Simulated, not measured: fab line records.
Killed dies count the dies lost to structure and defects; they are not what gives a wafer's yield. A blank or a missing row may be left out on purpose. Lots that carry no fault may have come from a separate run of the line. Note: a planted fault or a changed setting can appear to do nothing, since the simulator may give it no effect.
Problem report in the 8D (eight disciplines) form, filled by code -- flow sky130 -- the parts of the form that need people (team, actions taken, sign-off) are left out

== 1. THE PROBLEM ==
Wafers without a fault read 0.3999 Pa, standard deviation 0.00081; chamberPressurePa at SKY_METAL3_SPUTTER_01 reads a mean of 0.4917 Pa on 3 wafers belonging to 2 lots. That is +99 or more standard deviations from the usual mean.
The step: material TiN, target thk 20 nm, time 16.7 s.
The first sign was on wafer L954.2 at day 37 17:23, on pvdSputter-04. The record has a number at this step for 18 wafers belonging to 6 lots. By rule, "out" or "out of limits" means more than 4 standard deviations away from the usual mean. Any other wafer with a number is counted as sound.

== 2. WHAT IT IS, AND WHAT IT ISN'T ==
question,is,is not
which readings at this step,"chamberPressurePa, throttleValvePct",-
which lots,"L954, L957","L968, L969, L971, L972"
which wafers of those lots,"L954.2, L957.2, L957.6","L954.4, L954.5, L957.1"
read on which tools,pvdSputter-04,pvdSputter-03
when,from day 37 17:23,"up to then (2 sound wafers); but 13 sound wafers of L957, L968, L969, L971, L972 came after"

== 3. WHAT RULES OUT EACH SUSPECT ==
Counting: if a tool at a process step up to the reading ran every lot that is out, it stays a suspect. Sound lots after the first of them don't rule it out here, since some wafers of a struck lot are sound.
- plasmaAsher-03 at SKY_VIA2_STRIP_16 (strips in O2/N2): kept. It ran every lot that is out, first L954 (day 37 16:01).
- cvdW-01 at SKY_VIA2_CVD_21 (deposits W, target thk 420 nm, time 126.4 s): kept. It ran every lot that is out, first L954 (day 37 16:45).
- pvdSputter-04 at SKY_METAL3_SPUTTER_01 (material TiN, target thk 20 nm, time 16.7 s): kept. It ran every lot that is out, first L954 (day 37 17:23). Out on those wafers are its own readings of chamberPressurePa, throttleValvePct.
Still standing after the count: plasmaAsher-03 at SKY_VIA2_STRIP_16, cvdW-01 at SKY_VIA2_CVD_21, pvdSputter-04 at SKY_METAL3_SPUTTER_01.

== 4. THE CAUSE (what the simulator had put in) ==
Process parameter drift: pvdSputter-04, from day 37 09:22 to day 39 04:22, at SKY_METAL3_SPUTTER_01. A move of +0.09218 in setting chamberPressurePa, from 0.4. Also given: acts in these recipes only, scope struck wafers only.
This tool is one of the 3 suspects left after counting.

== 5. THE EFFECT CHAIN, in route order ==
One row per reading whose mean, taken over the struck wafers that have a number, lies over 3 standard deviations from the usual. Readings are gone through only where the record gives a usual standard deviation; hours: the median, over the lots, of the time from a lot's start at the first step in this table giving one to that lot's start at this step; sigmas: the change measured in usual standard deviations.
hours,step,reading,usual,on struck wafers,change,sigmas
0,SKY_METAL3_SPUTTER_01,chamberPressurePa,0.3999 Pa,0.4917,+0.0918,+99 or more
0,SKY_METAL3_SPUTTER_01,throttleValvePct,29.7 %,26.3,-3.4,-5.1
Here are the process steps it includes:
- SKY_METAL3_SPUTTER_01: material TiN, target thk 20 nm, time 16.7 s.

== 6. HOW IT WOULD HAVE BEEN CAUGHT EARLIER ==
8 hours passed between the start of the fault at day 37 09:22 and the first reading out of limits in this record, taken at day 37 17:23.
